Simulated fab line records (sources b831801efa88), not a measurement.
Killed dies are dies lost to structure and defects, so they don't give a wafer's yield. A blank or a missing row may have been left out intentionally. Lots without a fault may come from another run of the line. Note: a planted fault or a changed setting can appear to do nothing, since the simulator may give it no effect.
Which tool is to blame?    flow gf180mcu    Sampling: 6 lots, 18 wafers, 2 of 602 route steps

== WHAT THE GAUGES READ, wafer by wafer ==
GF_SALICIDE_RS_MEAS_04: uses a four-point probe to measure.
lot   measured      on             SALICIDE_TIN_RS (ohm/sq)
L861  day 15 02:31  film_metro-01  16.51 16.48 16.29
L869  day 19 01:05  film_metro-02  17.45 17.43 17.08
L874  day 20 07:58  film_metro-02  16.47 16.20 15.97
L878  day 21 16:08  film_metro-03  16.16 16.23 16.18
L881  day 22 13:24  film_metro-03  16.11 16.23 16.10
L883  day 23 06:12  film_metro-01  16.46 16.35 16.37

== EACH LOT AND THE TOOL THAT RAN IT (in order: tool; ch and the chambers of the sampled wafers; start) ==
lot   GF_SALICIDE_SPUTTER_03
L861  pvd_sputter-03, day 15 02:25
L869  pvd_sputter-04, day 19 01:02
L874  pvd_sputter-03, day 20 07:56
L878  pvd_sputter-04, day 21 16:06
L881  pvd_sputter-04, day 22 13:23
L883  pvd_sputter-04, day 23 06:11
- GF_SALICIDE_SPUTTER_03: material TiN, target thk 20 nm, time 16.7 s.

== THE ANSWER, worked out from the rows above alone ==
Rule: the usual values come from the lots themselves. The widest of any qualifying gaps counts: lots, ordered by their means at a reading, are off when they make up no more than a third of the lots, leave a main group of 4 or more, and stand apart from it by 3 or more times the standard deviation of that group's means. A main group whose means are all the same, to the digits that the tables above print for the reading, isn't used. A lot without any number at a reading at which 4 lots or more have one is off too. The other lots that the step has rows for count as sound.
Off: at GF_SALICIDE_RS_MEAS_04 (SALICIDE_TIN_RS), L869. The main group has a mean of 16.27 ohm/sq with a standard deviation of 0.11.
If a tool, at a process step before that reading, ran all the lots that are off and no sound lot after the first of them, it fits. The gauges at GF_SALICIDE_RS_MEAS_04 are tried like those tools. None of those tried fits.

== WHAT THE SIMULATOR HAD PUT IN ==
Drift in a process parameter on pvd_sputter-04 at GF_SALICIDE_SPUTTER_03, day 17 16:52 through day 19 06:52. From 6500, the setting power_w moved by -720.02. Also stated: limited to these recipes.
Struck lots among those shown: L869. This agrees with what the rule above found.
